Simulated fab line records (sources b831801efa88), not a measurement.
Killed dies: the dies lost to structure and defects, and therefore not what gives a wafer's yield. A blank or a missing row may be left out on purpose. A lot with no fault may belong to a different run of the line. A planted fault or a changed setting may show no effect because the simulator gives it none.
Chamber matching | flow sky130 | 4 sister chambers for SKY_VIA1_CMP_02 on cmp-01
The step polishes SiO2. 14 wafers are shown with their chamber, then 7 later ones without.

WAFERS WITH THEIR CHAMBER
wafer  | chamber | motor-current-A (A) | retaining-ring-pressure-frac | edge-zone-pressure-frac
L153.1 | 0       | 11.8                | 0.999                        | 0.995
L153.3 | 1       | 12.4                | 0.992                        | 1.006
L153.5 | 2       | 11.3                | 1.005                        | 1.000
L154.1 | 3       | 12.2                | 0.997                        | 0.992
L154.2 | 2       | 12.0                | 0.993                        | 0.999
L154.4 | 0       | 12.1                | 0.987                        | 0.986
L155.2 | 0       | 11.7                | 0.999                        | 1.000
L155.3 | 1       | 11.5                | 0.998                        | 0.996
L155.4 | 2       | 11.7                | 1.005                        | 1.000
L157.1 | 0       | 11.7                | 0.998                        | 1.001
L157.3 | 1       | 12.7                | 0.998                        | 1.001
L157.6 | 3       | 12.2                | 0.995                        | 1.002
L166.2 | 0       | 11.4                | 1.005                        | 1.002
L166.3 | 2       | 11.8                | 1.002                        | 0.996

SIGNATURES (means of the wafers above)
reading                      | chamber 0 | chamber 1 | chamber 2 | chamber 3 | scatter within a chamber
motor-current-A              | 11.740    | 12.200    | 11.700    | 12.200    | 0.359
retaining-ring-pressure-frac | 0.99760   | 0.99600   | 1.00125   | 0.99600   | 0.00542
edge-zone-pressure-frac      | 0.99680   | 1.00100   | 0.99875   | 0.99700   | 0.00534
Rule: a wafer lies at a distance from a chamber equal to the root of the sum of squares, over the readings, of (its reading less the chamber's mean, divided by the reading's scatter). The wafer belongs to the nearest chamber; if the next one is less than 2 further off, it can't be placed. The scatter is the square root of a quotient: the sum, over the shown wafers, of each reading's squared deviation from its chamber's mean, divided by wafers minus chambers.

WAFERS WITH NO CHAMBER GIVEN
wafer  | motor-current-A (A) | retaining-ring-pressure-frac | edge-zone-pressure-frac
L166.4 | 12.6                | 1.005                        | 0.996
L167.2 | 11.7                | 0.990                        | 1.001
L167.3 | 11.7                | 0.992                        | 0.997
L167.4 | 12.8                | 0.987                        | 0.997
L168.2 | 11.2                | 0.991                        | 1.001
L168.4 | 12.3                | 1.000                        | 0.995
L168.6 | 11.8                | 1.007                        | 0.998

CHAMBER TAKEN BY EACH
wafer  | from the rows above               | in truth
L166.4 | can't be placed: 3 or 1 or 2 or 0 | 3
L167.2 | can't be placed: 0 or 1 or 3 or 2 | 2
L167.3 | can't be placed: 0 or 3 or 2 or 1 | 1
L167.4 | can't be placed: 3 or 1 or 0 or 2 | 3
L168.2 | can't be placed: 0 or 2 or 1 or 3 | 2
L168.4 | can't be placed: 3 or 1 or 0 or 2 | 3
L168.6 | can't be placed: 2 or 0 or 3 or 1 | 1
Correctly placed: 0 of 7. Not placeable from these rows: 7 (in 7, the candidates include the true chamber). Number placed wrongly: 0.
